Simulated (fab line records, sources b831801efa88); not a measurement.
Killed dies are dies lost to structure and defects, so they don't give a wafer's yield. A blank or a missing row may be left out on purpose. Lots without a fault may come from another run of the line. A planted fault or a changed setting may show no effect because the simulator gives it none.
Chamber matching | flow sky130 | SKY_VIA1_ETCH_15 on rie_diel-03: 3 sister chambers
The step etches SiO2 in C4F8/O2/Ar, stops on TiN, target depth 351 nm, time 54 s. 14 wafers are shown with their chamber, then 4 later ones without.

WAFERS WITH THEIR CHAMBER
wafer  | chamber | chamber_pressure_mTorr (mTorr) | oes_product_au (a.u.)
L277.1 | 0       | 40.03                          | 0.989
L277.4 | 2       | 40.00                          | 0.982
L277.6 | 2       | 40.01                          | 0.977
L279.3 | 2       | 39.99                          | 0.979
L279.5 | 2       | 39.98                          | 0.974
L279.6 | 1       | 40.00                          | 0.983
L280.3 | 0       | 40.02                          | 0.988
L280.4 | 2       | 40.05                          | 0.983
L280.5 | 0       | 39.98                          | 0.975
L283.2 | 2       | 40.00                          | 0.984
L283.4 | 0       | 40.03                          | 0.985
L294.1 | 2       | 40.00                          | 0.981
L294.3 | 0       | 40.01                          | 0.973
L294.6 | 1       | 40.05                          | 0.981

SIGNATURES (means of the wafers above)
reading                | chamber 0 | chamber 1 | chamber 2 | scatter within a chamber
chamber_pressure_mTorr | 40.0140   | 40.0250   | 40.0043   | 0.0232
oes_product_au         | 0.98200   | 0.98200   | 0.98000   | 0.00524
Rule: a wafer's distance from a chamber is the root of the sum, over the readings, of the square of ((its reading less the chamber's mean) divided by the reading's scatter). The wafer belongs to the nearest chamber; if the next one is less than 2 further off, it can't be placed. The scatter: the root of (the sum of the squares of (reading less its chamber's mean) over the shown wafers, divided by (wafers less chambers)).

WAFERS WITHOUT THEIR CHAMBER
wafer  | chamber_pressure_mTorr (mTorr) | oes_product_au (a.u.)
L295.2 | 39.97                          | 0.980
L295.4 | 40.04                          | 0.977
L297.2 | 40.03                          | 0.985
L297.5 | 39.96                          | 0.978

WHICH CHAMBER EACH WENT THROUGH
wafer  | from the rows above          | in truth
L295.2 | can't be placed: 2 or 0 or 1 | 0
L295.4 | can't be placed: 1 or 0 or 2 | 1
L297.2 | can't be placed: 1 or 0 or 2 | 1
L297.5 | can't be placed: 2 or 0 or 1 | 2
Placed correctly: 0 of 4. Can't be placed from these rows: 4 (the true chamber is among the candidates in 4). Placed wrongly: 0.
